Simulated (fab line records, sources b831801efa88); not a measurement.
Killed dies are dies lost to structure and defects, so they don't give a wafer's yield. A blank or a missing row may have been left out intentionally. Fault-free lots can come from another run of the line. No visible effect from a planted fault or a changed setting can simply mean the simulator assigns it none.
Chamber matching | flow sky130 | SKY_VIA2_CMP_24 on cmp-02 has 4 sister chambers
The step polishes, stops on SiO2, t overpolish 20 s, target thk 0 nm. 4 wafers are shown with their chamber, then 11 later ones without.

EACH WAFER AND ITS CHAMBER
wafer  | chamber | motor_current_A (A)
L083.4 | 2       | 11.7
L087.1 | 1       | 11.0
L087.4 | 3       | 11.7
L088.4 | 0       | 12.1

WAFERS WITHOUT THEIR CHAMBER
wafer  | motor_current_A (A)
L088.5 | 11.5
L088.6 | 11.2
L092.2 | 11.8
L092.3 | 10.8
L092.4 | 11.3
L096.2 | 11.5
L096.4 | 11.5
L096.6 | 12.4
L097.4 | 11.1
L097.5 | 11.6
L097.6 | 11.3

WHICH CHAMBER EACH ONE RAN IN
wafer  | from the rows above               | in truth
L088.5 | can't be placed: 2 or 3 or 1 or 0 | 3
L088.6 | can't be placed: 1 or 2 or 3      | 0
L092.2 | can't be placed: 2 or 3 or 0      | 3
L092.3 | 1                                 | 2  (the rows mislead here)
L092.4 | can't be placed: 1 or 2 or 3      | 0
L096.2 | can't be placed: 2 or 3 or 1 or 0 | 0
L096.4 | can't be placed: 2 or 3 or 1 or 0 | 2
L096.6 | can't be placed: 0 or 2 or 3      | 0
L097.4 | 1                                 | 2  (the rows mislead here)
L097.5 | can't be placed: 2 or 3 or 0      | 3
L097.6 | can't be placed: 1 or 2 or 3      | 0
Placed correctly: 0 of 11. These rows do not allow placing 9 (true chamber among the candidates in 6). Number placed wrongly: 2.
How it was worked out, from the rows above alone: a wafer's distance from a chamber is the root of the sum, over the readings, of the square of ((its reading less the chamber's mean) divided by the reading's scatter). The wafer belongs to the nearest chamber; if the next one is less than 2 further off, it can't be placed. The mean given for a chamber averages the wafers shown for that chamber. The scatter: root of mean squared gap, hidden wafer to nearest shown wafer, with one shown wafer a chamber.
